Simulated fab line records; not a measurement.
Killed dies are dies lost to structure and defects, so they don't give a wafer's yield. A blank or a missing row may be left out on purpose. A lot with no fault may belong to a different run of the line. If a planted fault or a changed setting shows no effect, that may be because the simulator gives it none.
fab line records | flow sky130
record: lots: 6 | wafers: 18 | last-day: 49
route steps=708 shown VT_ADJUST_NCORE@128 VT_ADJUST_HVTR@131 VT_ADJUST_PCH@143 PAD_OPEN@708
lots untouched by any fault: they come from a run of this same line in which no faults occurred
start-h: start of the lot's first displayed wafer, in hours after the record's first day | wait-h: hours elapsed since this lot's preceding step | " as in the row above | L1.1+2: a single row standing in for several wafers | - no value, or no start given | * or withheld: withheld | < > ~ a bound
route shown NAME@n: names a module that has steps shown in the file, with the first one's number in the route | usual: mean and standard deviation over wafers with no fault | same: alike in all rows | chamber/n: place in a boat | sites: each site's reading | _std_site: their standard deviation | _edge_site: mean of outer sites minus mean of inner sites | radius-mm: for every site, how far away it sits from the centre of the wafer | mask NAME#n: copy n | behind: the tool/chamber that last shaped the wafer | hold: why the lot went on hold/how many hours it stayed there/how the hold came to an end | device: the n, p or np transistor that did not switch | end of line: tests of these same wafers at the route's end | for a step that has no rows: nothing shown but its recipe | killed: dies that structure and defects cost at the first sort, which is not the same as the wafer's yield | map: a wafer's dies, x killed, . not, _ none there
set.NAME: the setting that was run; set.NAME@STEP: the one run at that earlier step | model.NAME: the simulator's own value behind a step, which no gauge read
lots at some steps of the route; a table a step, a row a wafer
services: when a tool's chamber went out of use (start-h, in hours from the record's first day, below 0 if earlier), for how many hours, and the reason
== steps ==
step: SKY_VT_ADJUST_NCORE_IMPLANT_09
recipe: species: B | energy-kev: 10 | dose-cm2: 2.4e+12 | tilt-deg: withheld
step: SKY_VT_ADJUST_NCORE_STRIP_10
recipe: chemistry: O2/N2 | power-w: 1400 | pressure-mtorr: 1500 | platen-temp-c: withheld | o2-flow-sccm: 3000 | n2-flow-sccm: 300 | overash-fraction: 0.5
usual: drypump-motor-current-A: 5.4/0.45 | oes-product-au: 0.716/0.0053 | strip-time-to-endpoint-s: 14.17/0.046
lot.wafer | tool            | chamber | start-h | wait-h | drypump-motor-current-A | oes-product-au | rf-hours-counter-h | strip-time-to-endpoint-s
L640.1    | plasma-asher-02 | 0       | 181.85  | 0.1    | 5.1                     | 0.717          | 52                 | 14.15
L640.3    | "               | 1       | "       | "      | 5.0                     | 0.723          | -                  | 14.13
L640.6    | "               | 1       | "       | "      | 5.0                     | 0.719          | -                  | 14.15
L646.2    | plasma-asher-03 | 1       | 220.54  | 0.1    | 6.4                     | 0.713          | 39                 | 14.19
L646.5    | "               | 1       | "       | "      | 6.4                     | 0.708          | -                  | 14.14
L646.6    | "               | 0       | "       | "      | 5.5                     | 0.715          | -                  | 14.16
L648.1    | plasma-asher-02 | 0       | 237.64  | 0.1    | 5.1                     | 0.710          | 57                 | 14.15
L648.2    | "               | 1       | "       | "      | 5.0                     | 0.720          | 57                 | 14.15
L648.5    | "               | 1       | "       | "      | 5.0                     | 0.719          | -                  | 14.16
L650.2    | plasma-asher-02 | 0       | 260.79  | 0.1    | 5.1                     | 0.714          | 60                 | 14.10
L650.4    | "               | 1       | "       | "      | 5.0                     | 0.718          | -                  | 14.12
L650.5    | "               | 1       | "       | "      | 5.0                     | 0.711          | -                  | 14.08
L651.2    | plasma-asher-02 | 0       | 264.50  | 0.1    | 5.1                     | 0.720          | 60                 | 14.16
L651.4    | "               | 0       | "       | "      | 5.1                     | 0.718          | -                  | 14.20
L651.5    | "               | 1       | "       | "      | 5.0                     | 0.726          | -                  | 14.23
L655.2    | plasma-asher-01 | 0       | 295.90  | 0.1    | 5.9                     | 0.712          | 59                 | 14.25
L655.4    | "               | 1       | "       | "      | 5.4                     | 0.723          | -                  | 14.23
L655.6    | "               | 0       | "       | "      | 5.9                     | 0.718          | -                  | 14.17
step: SKY_VT_ADJUST_NCORE_TW_MEAS_11
usual: VT_ADJUST_NCORE_TW: 218.5/1.5
lot.wafer | tool          | chamber | start-h | wait-h | VT_ADJUST_NCORE_TW
L640.1    | film-metro-02 | -       | 181.95  | 0.1    | 218.8
L640.3    | "             | -       | "       | "      | 219.1
L640.6    | "             | -       | "       | "      | 217.8
L646.2    | film-metro-01 | -       | 220.65  | 0.1    | 217.9
L646.5    | "             | -       | "       | "      | 217.5
L646.6    | "             | -       | "       | "      | 217.5
L648.1    | film-metro-02 | -       | 237.74  | 0.1    | 216.5
L648.2    | "             | -       | "       | "      | 216.4
L648.5    | "             | -       | "       | "      | 217.1
L650.2    | film-metro-01 | -       | 260.90  | 0.1    | 216.5
L650.4    | "             | -       | "       | "      | 217.6
L650.5    | "             | -       | "       | "      | 218.2
L651.2    | film-metro-02 | -       | 264.61  | 0.1    | 216.7
L651.4    | "             | -       | "       | "      | 217.7
L651.5    | "             | -       | "       | "      | 217.5
L655.2    | film-metro-04 | -       | 296.01  | 0.1    | 219.5
L655.4    | "             | -       | "       | "      | 219.9
L655.6    | "             | -       | "       | "      | 218.7
step: SKY_VT_ADJUST_HVTR_DEHYDRATE_00
recipe: temp-c: 200 | time-s: 60
step: SKY_VT_ADJUST_HVTR_HMDS_01
recipe: prime-time-s: 60 | prime-temp-c: 120
step: SKY_VT_ADJUST_HVTR_COAT_02
recipe: resist: NOVOLAK | spin-rpm: 3000 | resist-thk-nm: 1140
step: SKY_VT_ADJUST_HVTR_SOFTBAKE_03
recipe: temp-c: 90 | time-s: 60 | resist: NOVOLAK
step: SKY_VT_ADJUST_HVTR_EXPOSE_04
recipe: mask-id: HVTRM | target-cd-nm: 380 | na: 0.6 | source-shape: conventional | sigma-outer: 0.6 | dose-mj: 150
step: SKY_VT_ADJUST_HVTR_PEB_05
recipe: temp-c: withheld | time-s: * | resist: NOVOLAK
step: SKY_VT_ADJUST_HVTR_DEVELOP_06
recipe: develop-time-s: 60 | dev-temp-c: 23
step: SKY_VT_ADJUST_HVTR_CD_MEAS_07
recipe: target-cd-nm: 380
usual: cd-nm: 380.2/2.3
lot.wafer | tool      | chamber | start-h | wait-h | cd-nm
L640.1    | cd-sem-01 | -       | 202.74  | 0.1    | 379.7
L640.3    | "         | -       | "       | "      | 376.7
L640.6    | "         | -       | "       | "      | 378.5
L646.2    | cd-sem-01 | -       | 243.46  | 0.1    | 382.2
L646.5    | "         | -       | "       | "      | 383.9
L646.6    | "         | -       | "       | "      | 383.1
L648.1    | cd-sem-02 | -       | 260.79  | 0.1    | 379.4
L648.2    | "         | -       | "       | "      | 379.3
L648.5    | "         | -       | "       | "      | 381.2
L650.2    | cd-sem-01 | -       | 284.96  | 0.1    | 379.4
L650.4    | "         | -       | "       | "      | 379.4
L650.5    | "         | -       | "       | "      | 378.4
L651.2    | cd-sem-02 | -       | 289.31  | 0.1    | 381.6
L651.4    | "         | -       | "       | "      | 379.1
L651.5    | "         | -       | "       | "      | 381.2
L655.2    | cd-sem-01 | -       | 321.16  | 0.1    | 381.1
L655.4    | "         | -       | "       | "      | 381.0
L655.6    | "         | -       | "       | "      | 383.8
step: SKY_VT_ADJUST_HVTR_OVL_MEAS_08
usual: VT_ADJUST_HVTR_OVL: 0.8/1.3
lot.wafer | tool       | chamber | start-h | wait-h | VT_ADJUST_HVTR_OVL[nm]
L640.1    | overlay-01 | -       | 202.86  | 0.1    | 1.6
L640.3    | "          | -       | "       | "      | 0.5
L640.6    | "          | -       | "       | "      | 1.2
L646.2    | overlay-02 | -       | 243.57  | 0.1    | -0.8
L646.5    | "          | -       | "       | "      | -0.1
L646.6    | "          | -       | "       | "      | -1.8
L648.1    | overlay-01 | -       | 260.91  | 0.1    | 1.2
L648.2    | "          | -       | "       | "      | 1.1
L648.5    | "          | -       | "       | "      | 1.9
L650.2    | overlay-02 | -       | 285.06  | 0.1    | -2.5
L650.4    | "          | -       | "       | "      | -1.9
L650.5    | "          | -       | "       | "      | -1.2
L651.2    | overlay-01 | -       | 289.41  | 0.1    | 2.1
L651.4    | "          | -       | "       | "      | 0.7
L651.5    | "          | -       | "       | "      | 1.0
L655.2    | overlay-01 | -       | 321.27  | 0.1    | 0.7
L655.4    | "          | -       | "       | "      | 0.1
L655.6    | "          | -       | "       | "      | 0.4
step: SKY_VT_ADJUST_HVTR_IMPLANT_09
recipe: species: B | energy-kev: 10 | dose-cm2: 2.1e+12 | tilt-deg: withheld
usual: beam-energy-keV: 10.000/0.0027
lot.wafer | tool         | chamber | start-h | wait-h | beam-energy-keV
L640.1    | implanter-01 | 0       | 202.90  | 0.0    | 10.003
L640.3    | "            | 0       | "       | "      | 10.001
L640.6    | "            | 0       | "       | "      | 10.001
L646.2    | implanter-02 | 0       | 243.62  | 0.0    | 10.003
L646.5    | "            | 0       | "       | "      | 9.9996
L646.6    | "            | 0       | "       | "      | 10.001
L646.2    | implanter-02 | 0       | 243.94  | 0.3    | 9.9947
L646.5    | "            | 0       | "       | "      | 9.9910
L646.6    | "            | 0       | "       | "      | 9.9947
L648.1    | implanter-04 | 0       | 260.94  | 0.0    | 10.000
L648.2    | "            | 0       | "       | "      | 9.9977
L648.5    | "            | 0       | "       | "      | 9.9990
L650.2    | implanter-02 | 0       | 285.12  | 0.0    | 10.001
L650.4    | "            | 0       | "       | "      | 10.001
L650.5    | "            | 0       | "       | "      | 9.9997
L651.2    | implanter-02 | 0       | 289.47  | 0.0    | 9.9973
L651.4    | "            | 0       | "       | "      | 9.9961
L651.5    | "            | 0       | "       | "      | 9.9977
L651.2    | implanter-02 | 0       | 289.79  | 0.3    | 9.9998
L651.4    | "            | 0       | "       | "      | 9.9982
L651.5    | "            | 0       | "       | "      | 9.9949
L655.2    | implanter-01 | 0       | 321.32  | 0.0    | 9.9961
L655.4    | "            | 0       | "       | "      | 9.9968
L655.6    | "            | 0       | "       | "      | 10.001
step: SKY_VT_ADJUST_HVTR_STRIP_10
recipe: chemistry: O2/N2 | power-w: 1400 | pressure-mtorr: 1500 | platen-temp-c: withheld | o2-flow-sccm: 3000 | n2-flow-sccm: 300 | overash-fraction: 0.5
usual: drypump-motor-current-A: 5.4/0.35 | oes-product-au: 0.716/0.0045 | strip-time-to-endpoint-s: 14.18/0.039
lot.wafer | tool            | chamber | start-h | wait-h | drypump-motor-current-A | oes-product-au | rf-hours-counter-h | strip-time-to-endpoint-s
L640.1    | plasma-asher-04 | 1       | 203.05  | 0.1    | 5.5                     | 0.718          | 8                  | 14.18
L640.3    | "               | 1       | "       | "      | 5.5                     | 0.712          | -                  | 14.21
L640.6    | "               | 1       | "       | "      | 5.6                     | 0.722          | -                  | 14.23
L646.2    | plasma-asher-02 | 1       | 244.06  | 0.1    | 5.0                     | 0.717          | 58                 | 14.20
L646.5    | "               | 1       | "       | "      | 5.0                     | 0.713          | -                  | 14.20
L646.6    | "               | 0       | "       | "      | 5.1                     | 0.718          | -                  | 14.22
L648.1    | plasma-asher-02 | 1       | 261.09  | 0.1    | 5.0                     | 0.716          | 60                 | 14.19
L648.2    | "               | 0       | "       | "      | 5.1                     | 0.711          | 60                 | 14.19
L648.5    | "               | 0       | "       | "      | 5.1                     | 0.716          | -                  | 14.22
L650.2    | plasma-asher-04 | 1       | 285.24  | 0.1    | 5.5                     | 0.714          | 17                 | 14.19
L650.4    | "               | 1       | "       | "      | 5.5                     | 0.720          | -                  | 14.23
L650.5    | "               | 1       | "       | "      | 5.5                     | 0.716          | -                  | 14.16
L651.2    | plasma-asher-04 | 1       | 290.02  | 0.2    | 5.5                     | 0.711          | 18                 | 14.21
L651.4    | "               | 1       | "       | "      | 5.5                     | 0.719          | -                  | 14.20
L651.5    | "               | 0       | "       | "      | 5.5                     | 0.714          | -                  | 14.20
L655.2    | plasma-asher-04 | 0       | 321.45  | 0.1    | 5.6                     | 0.711          | 22                 | 14.20
L655.4    | "               | 0       | "       | "      | 5.5                     | 0.708          | -                  | 14.22
L655.6    | "               | 1       | "       | "      | 5.5                     | 0.705          | -                  | 14.14
step: SKY_VT_ADJUST_HVTR_TW_MEAS_11
usual: VT_ADJUST_HVTR_TW: 209.9/1.1
lot.wafer | tool          | chamber | start-h | wait-h | VT_ADJUST_HVTR_TW
L640.1    | film-metro-02 | -       | 203.15  | 0.1    | 210.8
L640.3    | "             | -       | "       | "      | 209.6
L640.6    | "             | -       | "       | "      | 210.2
L646.2    | film-metro-01 | -       | 244.17  | 0.1    | 255.6
L646.5    | "             | -       | "       | "      | 255.7
L646.6    | "             | -       | "       | "      | 253.6
L648.1    | film-metro-01 | -       | 261.19  | 0.1    | 207.8
L648.2    | "             | -       | "       | "      | 209.4
L648.5    | "             | -       | "       | "      | 209.0
L650.2    | film-metro-03 | -       | 285.35  | 0.1    | 210.8
L650.4    | "             | -       | "       | "      | 210.2
L650.5    | "             | -       | "       | "      | 210.4
L651.2    | film-metro-03 | -       | 290.13  | 0.1    | 257.7
L651.4    | "             | -       | "       | "      | 257.7
L651.5    | "             | -       | "       | "      | 257.2
L655.2    | film-metro-01 | -       | 321.56  | 0.1    | 210.4
L655.4    | "             | -       | "       | "      | 209.4
L655.6    | "             | -       | "       | "      | 211.1
step: SKY_VT_ADJUST_PCH_DEHYDRATE_00
recipe: temp-c: 200 | time-s: 60
step: SKY_PAD_OPEN_PROBE_99
usual: killed_at_M0_to_M3: 44/7.8 | killed_at_M4_up: 3.1/1.7 | killed-at-contacts: 25/5.1 | killed-at-front-end: 15/4.4 | killed-at-other: 0.5/0.68 | killed-dies: 88/9.9 | killed-open: 48/6.9 | killed-short: 39/6.5
same: gross-dies: 492 | killed-at-back-side: 0
lot.wafer | tool      | chamber | start-h | wait-h | killed_at_M0_to_M3 | killed_at_M4_up | killed-at-contacts | killed-at-front-end | killed-at-other | killed-dies | killed-open | killed-short | model.etest.pfet_01v8_mvt.drive-ua-um | model.etest.pfet_01v8_mvt.off-log10-a-um | model.etest.pfet_01v8_mvt.vt-sat-v | model.etest.pfet_01v8_mvt.vt-v | model.etest.pfet_01v8_mvt.vt-long-v | model.etest.pfet_01v8_mvt.body-rise-v
L640.1    | prober-02 | -       | 1067.95 | 0.1    | 41                 | 1               | 19                 | 10                  | 0               | 71          | 39          | 32           | 162.3                                 | -10.29                                   | -0.5482                            | -0.6395                        | -0.8489                             | -0.187
L640.3    | prober-02 | -       | 1068.05 | 0.2    | 27                 | 1               | 25                 | 22                  | 0               | 75          | 46          | 29           | 161.3                                 | -10.31                                   | -0.5403                            | -0.6339                        | -0.849                              | -0.1906
L640.6    | prober-02 | -       | 1068.20 | 0.2    | 42                 | 3               | 22                 | 15                  | 0               | 82          | 43          | 38           | 158.6                                 | -10.77                                   | -0.5588                            | -0.6488                        | -0.8499                             | -0.1874
L646.2    | prober-02 | -       | 1109.02 | 0.1    | 32                 | 2               | 29                 | 12                  | 2               | 77          | 47          | 29           | 192.5                                 | -6.821                                   | -0.1621                            | -0.3146                        | -0.5779                             | -0.2164
L646.5    | prober-02 | -       | 1109.17 | 0.2    | 45                 | 2               | 31                 | 15                  | 1               | 94          | 52          | 42           | 194.1                                 | -6.907                                   | -0.1605                            | -0.3108                        | -0.5743                             | -0.2147
L646.6    | prober-02 | -       | 1109.22 | 0.2    | 35                 | 3               | 33                 | 11                  | 0               | 82          | 43          | 39           | 188.9                                 | -6.746                                   | -0.1558                            | -0.3028                        | -0.5654                             | -0.2167
L648.1    | prober-02 | -       | 1119.94 | 0.1    | 48                 | 4               | 21                 | 11                  | 0               | 84          | 47          | 37           | 156.2                                 | -10.66                                   | -0.5703                            | -0.6597                        | -0.8645                             | -0.1867
L648.2    | prober-02 | -       | 1119.99 | 0.1    | 49                 | 4               | 21                 | 18                  | 0               | 92          | 52          | 38           | 153.8                                 | -10.56                                   | -0.5804                            | -0.6659                        | -0.8679                             | -0.1874
L648.5    | prober-02 | -       | 1120.14 | 0.2    | 29                 | 3               | 32                 | 17                  | 0               | 81          | 48          | 33           | 151                                   | -10.91                                   | -0.5859                            | -0.6696                        | -0.8739                             | -0.1865
L650.2    | prober-02 | -       | 1142.37 | 0.1    | 38                 | 5               | 27                 | 18                  | 2               | 90          | 49          | 40           | 151.7                                 | -10.73                                   | -0.5586                            | -0.6464                        | -0.8537                             | -0.1906
L650.4    | prober-02 | -       | 1142.47 | 0.2    | 46                 | 4               | 29                 | 11                  | 0               | 90          | 54          | 35           | 151.7                                 | -10.75                                   | -0.5638                            | -0.6498                        | -0.8534                             | -0.1918
L650.5    | prober-02 | -       | 1142.52 | 0.2    | 28                 | 4               | 32                 | 18                  | 0               | 82          | 48          | 34           | 151.1                                 | -10.66                                   | -0.5709                            | -0.6534                        | -0.8577                             | -0.1895
L651.2    | prober-02 | -       | 1145.57 | 0.1    | 59                 | 1               | 19                 | 7                   | 1               | 87          | 48          | 39           | 202.3                                 | -6.167                                   | -0.0699                            | -0.2194                        | -0.4834                             | -0.2385
L651.4    | prober-02 | -       | 1145.67 | 0.2    | 33                 | 2               | 22                 | 7                   | 1               | 65          | 35          | 29           | 200.6                                 | -6.29                                    | -0.07516                           | -0.2261                        | -0.4914                             | -0.2352
L651.5    | prober-02 | -       | 1145.72 | 0.2    | 38                 | 1               | 20                 | 17                  | 0               | 76          | 45          | 31           | 203                                   | -6.213                                   | -0.07986                           | -0.2286                        | -0.4888                             | -0.2367
L655.2    | prober-01 | -       | 1163.86 | 0.1    | 54                 | 0               | 27                 | 17                  | 1               | 99          | 69          | 30           | 154.7                                 | -10.23                                   | -0.5382                            | -0.632                         | -0.8457                             | -0.1931
L655.4    | prober-01 | -       | 1163.96 | 0.2    | 38                 | 3               | 25                 | 13                  | 0               | 79          | 45          | 34           | 155.2                                 | -10.32                                   | -0.5407                            | -0.6305                        | -0.8426                             | -0.1954
L655.6    | prober-01 | -       | 1164.06 | 0.2    | 40                 | 3               | 20                 | 14                  | 0               | 77          | 37          | 40           | 154.9                                 | -10.22                                   | -0.5359                            | -0.6274                        | -0.8417                             | -0.1939
killed by level:class
L640.1 VIA1:geometric-particle:open=9 VIA2:geometric-particle:open=7 CONTACT:geometric-particle:open=7 METAL1:geometric-particle:short=7 LI_CONTACT:geometric-particle:open=5 CONTACT:geometric-particle:short=4 METAL2:geometric-particle:short=4 FIELD_ISO:geometric-particle:short=3
L640.3 VIA1:geometric-particle:open=11 CONTACT:geometric-particle:short=9 LI_CONTACT:geometric-particle:open=8 VIA3:geometric-particle:open=6 FIELD_ISO:geometric-particle:short=5 FIELD_ISO:geometric-particle:open=5 POLY_GATE:geometric-particle:open=5 CONTACT:geometric-particle:open=5
L640.6 VIA3:geometric-particle:open=16 CONTACT:geometric-particle:open=7 VIA1:geometric-particle:open=6 POLY_GATE:geometric-particle:short=5 METAL2:geometric-particle:short=5 LI_CONTACT:geometric-particle:short=4 LI_CONTACT:geometric-particle:open=4 CONTACT:geometric-particle:short=4
L646.2 CONTACT:geometric-particle:open=13 LI_CONTACT:geometric-particle:open=8 VIA2:geometric-particle:open=6 FIELD_ISO:geometric-particle:open=5 CONTACT:geometric-particle:short=5 VIA1:geometric-particle:open=5 VIA3:geometric-particle:short=4 VIA3:geometric-particle:open=4
L646.5 CONTACT:geometric-particle:open=14 CONTACT:geometric-particle:short=10 VIA1:geometric-particle:open=10 VIA3:geometric-particle:open=8 VIA2:geometric-particle:open=7 LI_CONTACT:geometric-particle:open=6 FIELD_ISO:geometric-particle:short=5 METAL2:geometric-particle:short=5
L646.6 CONTACT:geometric-particle:open=17 LI_CONTACT:geometric-particle:open=6 CONTACT:geometric-particle:short=6 VIA1:geometric-particle:open=6 VIA3:geometric-particle:short=6 METAL1:geometric-particle:short=5 VIA2:geometric-particle:open=5 VIA3:geometric-particle:open=5
L648.1 CONTACT:geometric-particle:open=11 VIA1:geometric-particle:open=7 VIA2:geometric-particle:open=7 LI_CONTACT:geometric-particle:open=5 METAL1:geometric-particle:short=5 METAL2:geometric-particle:open=5 METAL2:geometric-particle:short=5 VIA3:geometric-particle:short=5
L648.2 VIA1:geometric-particle:open=11 CONTACT:geometric-particle:open=10 VIA3:geometric-particle:open=7 FIELD_ISO:geometric-particle:short=5 LI_CONTACT:geometric-particle:open=5 METAL1:geometric-particle:short=5 VIA2:geometric-particle:open=5 METAL2:geometric-particle:short=4
L648.5 CONTACT:geometric-particle:open=12 LI_CONTACT:geometric-particle:open=9 VIA1:geometric-particle:open=9 VIA3:geometric-particle:open=6 FIELD_ISO:geometric-particle:short=5 LOCAL_INTERCONNECT:geometric-particle:short=5 CONTACT:geometric-particle:short=5 METAL2:geometric-particle:short=5
L650.2 CONTACT:geometric-particle:open=15 VIA1:geometric-particle:open=9 METAL1:geometric-particle:short=8 FIELD_ISO:geometric-particle:open=7 LI_CONTACT:geometric-particle:open=5 POLY_GATE:geometric-particle:short=4 VIA2:geometric-particle:open=4 CONTACT:geometric-particle:short=4
L650.4 LI_CONTACT:geometric-particle:open=12 CONTACT:geometric-particle:open=9 VIA1:geometric-particle:open=7 METAL1:geometric-particle:short=7 VIA3:geometric-particle:open=7 VIA2:geometric-particle:open=6 METAL2:geometric-particle:short=6 CONTACT:geometric-particle:short=4
L650.5 CONTACT:geometric-particle:open=10 VIA1:geometric-particle:open=10 CONTACT:geometric-particle:short=8 FIELD_ISO:geometric-particle:open=7 LI_CONTACT:geometric-particle:open=6 LOCAL_INTERCONNECT:geometric-particle:short=6 FIELD_ISO:geometric-particle:short=5 VIA1:geometric-particle:short=4
L651.2 VIA1:geometric-particle:open=15 VIA3:geometric-particle:open=12 METAL1:geometric-particle:short=8 CONTACT:geometric-particle:open=8 VIA1:geometric-particle:short=6 METAL2:geometric-particle:short=5 LI_CONTACT:geometric-particle:open=4 CONTACT:geometric-particle:short=4
L651.4 CONTACT:geometric-particle:open=7 VIA1:geometric-particle:open=7 LI_CONTACT:geometric-particle:open=6 METAL2:geometric-particle:short=5 VIA1:geometric-particle:short=4 VIA3:geometric-particle:open=4 LI_CONTACT:geometric-particle:short=3 CONTACT:geometric-particle:short=3
L651.5 VIA1:geometric-particle:open=10 CONTACT:geometric-particle:open=8 FIELD_ISO:geometric-particle:open=7 VIA3:geometric-particle:open=7 VIA2:geometric-particle:open=5 METAL2:geometric-particle:short=5 CONTACT:geometric-particle:short=4 VIA1:geometric-particle:short=4
L655.2 VIA1:geometric-particle:open=14 CONTACT:geometric-particle:open=11 VIA3:geometric-particle:open=10 VIA1:geometric-particle:short=8 VIA2:geometric-particle:open=8 POLY_GATE:geometric-particle:short=6 LI_CONTACT:geometric-particle:open=6 LOCAL_INTERCONNECT:geometric-particle:open=5
L655.4 VIA1:geometric-particle:open=10 LI_CONTACT:geometric-particle:open=8 VIA2:geometric-particle:open=7 VIA1:geometric-particle:short=6 CONTACT:geometric-particle:open=6 LI_CONTACT:geometric-particle:short=5 LOCAL_INTERCONNECT:geometric-particle:short=5 METAL2:geometric-particle:short=5
L655.6 VIA1:geometric-particle:open=10 METAL1:geometric-particle:short=7 CONTACT:geometric-particle:open=6 POLY_GATE:geometric-particle:open=5 VIA3:geometric-particle:open=5 LI_CONTACT:geometric-particle:open=5 LI_CONTACT:geometric-particle:short=5 VIA1:geometric-particle:short=5
== services ==
tool            | chamber | start-h | hours | kind
plasma-asher-04 | -       | 166.90  | 2.8   | pm
plasma-asher-03 | -       | 176.04  | 9.6   | pm
implanter-01    | -       | 210.95  | 1.1   | repair
implanter-02    | -       | 235.77  | 2.1   | pm
implanter-02    | -       | 237.92  | 5.5   | pm
plasma-asher-03 | -       | 249.57  | 1.1   | repair
plasma-asher-03 | -       | 256.39  | 6.4   | repair
implanter-04    | -       | 264.03  | 3.9   | pm
plasma-asher-01 | -       | 277.42  | 3.7   | repair
plasma-asher-03 | -       | 285.83  | 14.6  | pm
plasma-asher-03 | -       | 300.43  | 15.6  | pm
implanter-01    | -       | 316.55  | 1.1   | repair
== key ==
first-sign: step: SKY_VT_ADJUST_HVTR_IMPLANT_09 | reading: visit | direction: added
effect: step: SKY_VT_ADJUST_HVTR_TW_MEAS_11 | reading: VT_ADJUST_HVTR_TW | direction: up | sigmas: 43 | usual: 209.9 | struck: 256.2
model-effect: step: SKY_PAD_OPEN_PROBE_99 | value: etest.pfet_01v8_mvt.drive-ua-um | without: 152 | struck: 196.9
met-at SKY_VT_ADJUST_HVTR_IMPLANT_09
struck-wafers L646.2,L646.5,L646.6,L651.2,L651.4,L651.5
tester-left-out L646,L651
fault: kind: repeated-step-whole | tool: implanter-01,implanter-02,implanter-04 | chamber: - | onset-h: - | steps: SKY_VT_ADJUST_HVTR_IMPLANT_09 | times: 1 | scope: struck-lots-only
tester-left-out: of these lots the tester's yield and bins aren't shown, on N5 and GAA mostly nor the transistor test; their killed dies are dies lost to structure and defects alone, not to doping, threshold or leakage, so they don't give the yield
